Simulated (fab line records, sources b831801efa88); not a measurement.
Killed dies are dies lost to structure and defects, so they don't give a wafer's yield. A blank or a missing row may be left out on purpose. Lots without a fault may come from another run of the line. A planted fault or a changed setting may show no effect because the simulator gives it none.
One fault seen from 2 desks | flow gf180mcu | each desk has only its own numbers; what lay behind them comes last

THE METROLOGY DESK
What the gauges read, lot by lot, whatever tool the lot ran on: means of the sampled wafers that have a number. A lot is out of limits, marked OUT, if its mean lies more than 4 standard deviations from the usual mean; the brackets give that distance.
Columns: A = PSD_RS at GF_PSD_RS_MEAS_15, usual 108.6 ohm/sq; B = SAB_CVD_00_THK at GF_SAB_THK_MEAS_01, usual 49.8 nm; C = cd_nm at GF_SAB_CD_MEAS_09, usual 419.5 nm; D = SAB_OVL at GF_SAB_OVL_MEAS_10, usual -0.5 nm
lot  | first seen here | A     | B    | C     | D
L626 | day 15 17:34    | 108.9 | 49.6 | 417.6 | 0.7
L632 | day 17 21:48    | 108.7 | 50.5 | 414.9 | -0.8
L636 | day 19 08:38    | 108.5 | 49.7 | 423.1 | 0.3
L637 | day 19 13:14    | 109.1 | 49.9 | 420.1 | -1.8
L644 | day 22 07:06    | 107.8 | 49.7 | 415.8 | 1.7
L643 | day 22 09:24    | 108.8 | 49.4 | 418.9 | 0.8
This desk's finding: nothing out of limits on any of the 6 lots.

THE TOOL OWNER'S DESK: rie_diel-01
The tool's own readings at GF_SAB_ETCH_11 (etches SiO2 in C4F8/O2/Ar, target depth 55 nm, time 8.5 s): means of the sampled wafers that have a number, for each lot that ran on this tool. A lot is out of limits, marked OUT, if its mean lies more than 4 standard deviations from the usual mean; the brackets give that distance.
Columns: A = oes_product_au at GF_SAB_ETCH_11, usual 1.002 a.u.
lot  | first seen here | A
L632 | day 18 20:45    | 0.995
L636 | day 20 08:41    | 1.140 (+11) OUT
L637 | day 20 14:14    | 1.142 (+12) OUT
This desk's finding: out of limits on L636, L637; first on L636, day 20 08:41 (oes_product_au at GF_SAB_ETCH_11). In limits: L632.

PUT TOGETHER
The tool owner's desk could have raised an alarm at day 20 08:41, on L636, L637.
The metrology desk saw nothing out of limits.
The metrology desk has L636, L637 on record, within its limits.
Of the lots named, all ran GF_SAB_ETCH_11 on rie_diel-01.

WHAT THE SIMULATOR HAD PUT IN
Process parameter drift: rie_diel-01, from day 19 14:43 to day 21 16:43, at GF_SAB_ETCH_11. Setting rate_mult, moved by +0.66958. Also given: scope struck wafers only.
Lots struck among those shown: L636, L637.
Hours from the fault's start to each desk's first reading out of limits: the tool owner's desk, 18.
